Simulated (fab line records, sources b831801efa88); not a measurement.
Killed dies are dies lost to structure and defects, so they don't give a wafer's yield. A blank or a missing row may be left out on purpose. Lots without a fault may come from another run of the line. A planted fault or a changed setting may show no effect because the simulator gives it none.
A struck lot beside a sound one | flow sky130 | 32 steps out of a route of 708
Sound: wafers L423.1, L423.2, L423.6. Struck: wafers L432.1, L432.2, L432.5. The cause comes at the end.
At each step with rows: each side's tool, then ch and its chambers, then its first start. Under that, the readings that differ: sound wafers | struck wafers | difference of the means | sigmas: that difference in standard deviations of wafers without a fault.
alike: readings whose means differ by less than 2 such deviations, and words and numbers that are the same on both sides. not compared: withheld readings, readings that some wafer has no value for, bounds like >300 that may hide the same value, and numbers for which the record gives no deviation and whose values overlap.
The two part at a step that has a row with sigmas, a row that says differs or no value, or rows on one side only. Numbers that don't overlap but have no deviation are shown without sigmas and don't part them. A reading that every wafer of one side lacks parts them only if that side has two wafers or more.

first, 1 step without rows for these wafers: SKY_CONTACT_ETCH_18 (etches Si3N4 in CHF3/O2, stops on TiN, time 39 s, target depth 75 nm).
SKY_CONTACT_STRIP_19: strips in O2/N2.
  sound on plasma_asher-03 ch 0,1, day 33 13:59; struck on plasma_asher-04 ch 0,1, day 37 00:29
  alike: drypump_motor_current_A, oes_product_au, strip_time_to_endpoint_s
  not compared: rf_hours_counter_h
then, 5 steps without rows for these wafers: SKY_CONTACT_STRIP_20 (strips in post etch residue remover, time 1200 s); SKY_CONTACT_CLEAN_21 (cleans in IPA, time 180 s); SKY_CONTACT_CLEAN_22 (cleans in O3/DIW); SKY_CONTACT_SPUTTER_23 (material TiN, target thk 20 nm, time 80 s); SKY_CONTACT_CVD_24 (deposits W, target thk 340 nm, time 102.12 s).
SKY_CONTACT_RS_MEAS_25: measures by four-point-probe.
  sound on film_metro-02, day 33 14:47; struck on film_metro-02, day 37 01:15
  alike: CONTACT_W_RS
SKY_CONTACT_THK_MEAS_26: measures by xrf.
  sound on film_metro-02, day 33 14:54; struck on film_metro-02, day 37 01:22
  reading            | sound       | struck      | difference | sigmas
  CONTACT_W_THK (nm) | 360 355 359 | 348 347 343 | -12        | -2
SKY_CONTACT_CMP_27: polishes, stops on SiO2, t overpolish 15 s, target thk 0 nm.
  sound on cmp-01 ch 0,2,3, day 33 14:58; struck on cmp-02 ch 1,3, day 37 01:29
  reading             | sound          | struck         | difference | sigmas
  motor_current_A (A) | 10.3 11.1 10.2 | 13.4 12.5 12.4 | +2.2       | +2
  alike: edge_zone_pressure_frac, overpolish_run_s, time_to_endpoint_s
SKY_METAL1_SPUTTER_00: material Ti, target thk 15 nm, time 10 s.
  sound on pvd_sputter-01, day 33 15:16; struck on pvd_sputter-03, day 37 01:44
  reading                | sound          | struck         | difference | sigmas
  throttle_valve_pct (%) | 31.7 31.1 31.1 | 28.1 28.1 29.9 | -2.6       | -2
  alike: chamber_pressure_pa
then, 1 step without rows for these wafers: SKY_METAL1_SPUTTER_01 (material TiN, target thk 20 nm, time 16.7 s).
SKY_METAL1_SPUTTER_02: material AlCu, target thk 250 nm, time 13.3 s.
  sound on pvd_sputter-01, day 33 15:19; struck on pvd_sputter-03, day 37 01:47
  reading                  | sound                | struck               | difference | sigmas
  chamber_pressure_pa (Pa) | 0.3986 0.4001 0.4010 | 0.3577 0.3570 0.3571 | -0.0426    | -57
  alike: throttle_valve_pct
  not compared: model.AlCu_of_METAL1_SPUTTER_02.thk_nm
then, 2 steps without rows for these wafers: SKY_METAL1_SPUTTER_03 (material Ti, target thk 5 nm, time 3.3 s); SKY_METAL1_SPUTTER_04 (material TiN, target thk 70 nm, time 58.3 s).
SKY_METAL1_RS_MEAS_05: measures by four-point-probe.
  sound on film_metro-01, day 33 15:24; struck on film_metro-03, day 37 01:52
  alike: METAL1_ALCU_RS
SKY_METAL1_THK_MEAS_06: measures by xrf.
  sound on film_metro-01, day 33 15:31; struck on film_metro-03, day 37 01:59
  alike: METAL1_ALCU_THK
then, 8 steps without rows for these wafers: SKY_METAL1_DEHYDRATE_07 (time 60 s); SKY_METAL1_HMDS_08 (prime time 60 s); SKY_METAL1_COAT_09 (resist thk 60 nm); SKY_METAL1_COAT_10 (resist thk 450 nm); SKY_METAL1_SOFTBAKE_11 (time 90 s); SKY_METAL1_EXPOSE_12 (exposes mask MM1, target cd 140 nm); SKY_METAL1_PEB_13; SKY_METAL1_DEVELOP_14 (develop time 60 s).
SKY_METAL1_CD_MEAS_15: target cd 140 nm.
  sound on cd_sem-01, day 34 19:00; struck on cd_sem-02, day 38 04:03
  alike: cd_nm
SKY_METAL1_OVL_MEAS_16:
  sound on overlay-01, day 34 19:07; struck on overlay-02, day 38 04:10
  alike: METAL1_OVL
SKY_METAL1_DESCUM_17: chemistry O2, time 8 s.
  sound on rie_metal-02 ch 0,1, day 34 19:10; struck on rie_metal-01 ch 1, day 38 04:13
  alike: drypump_motor_current_A, oes_product_au
  not compared: rf_hours_counter_h
then, 1 step without rows for these wafers: SKY_METAL1_ETCH_18 (etches BARC in N2/H2, stops on SiO2, time 45.9 s, target depth 60 nm).
SKY_METAL1_METAL_ETCH_19: etches the open film in Cl2/BCl3, stops on SiO2, target depth 360 nm, time 78 s.
  sound on rie_metal-02 ch 0,1, day 34 19:15; struck on rie_metal-01 ch 1, day 38 04:24
  alike: drypump_motor_current_A, oes_product_au, throttle_valve_pct
  not compared: rf_hours_counter_h, model.METAL1.feature_depth_nm, model.etch.depth_nm
SKY_METAL1_STRIP_20: strips in O2/N2.
  sound on plasma_asher-03 ch 0,1, day 34 19:20; struck on plasma_asher-02 ch 0,1, day 38 04:35
  alike: drypump_motor_current_A, oes_product_au, strip_time_to_endpoint_s
  not compared: rf_hours_counter_h
-- the record jumps here: 12 days lie between the struck wafers' starts before and after (it left off in module METAL1 and takes up again in module PAD_OPEN, whose first step shown is number 708 of the route) --
SKY_PAD_OPEN_PROBE_99:
  sound on prober-01, day 47 15:36; struck on prober-02, day 50 04:40
  alike: defect_limited_yield, killed_at_M0_to_M3, killed_at_M4_up, killed_at_contacts, killed_at_front_end, killed_at_other, killed_dies, killed_open, killed_short, sort_bin_3_pad_short, sort_bin_5_function, sort_bin_6_memory, sort_n_pass, sort_yield_pct
  not compared: model.etest.met1.rs_ohm_sq

WHERE THEY PART
First at SKY_CONTACT_THK_MEAS_26; last, within this record, at SKY_METAL1_SPUTTER_02. Later steps at which nothing parts them and some readings are alike: SKY_METAL1_RS_MEAS_05, SKY_METAL1_THK_MEAS_06, SKY_METAL1_CD_MEAS_15, SKY_METAL1_OVL_MEAS_16, SKY_METAL1_DESCUM_17, SKY_METAL1_METAL_ETCH_19, SKY_METAL1_STRIP_20, SKY_PAD_OPEN_PROBE_99.

WHY: what the simulator had put in
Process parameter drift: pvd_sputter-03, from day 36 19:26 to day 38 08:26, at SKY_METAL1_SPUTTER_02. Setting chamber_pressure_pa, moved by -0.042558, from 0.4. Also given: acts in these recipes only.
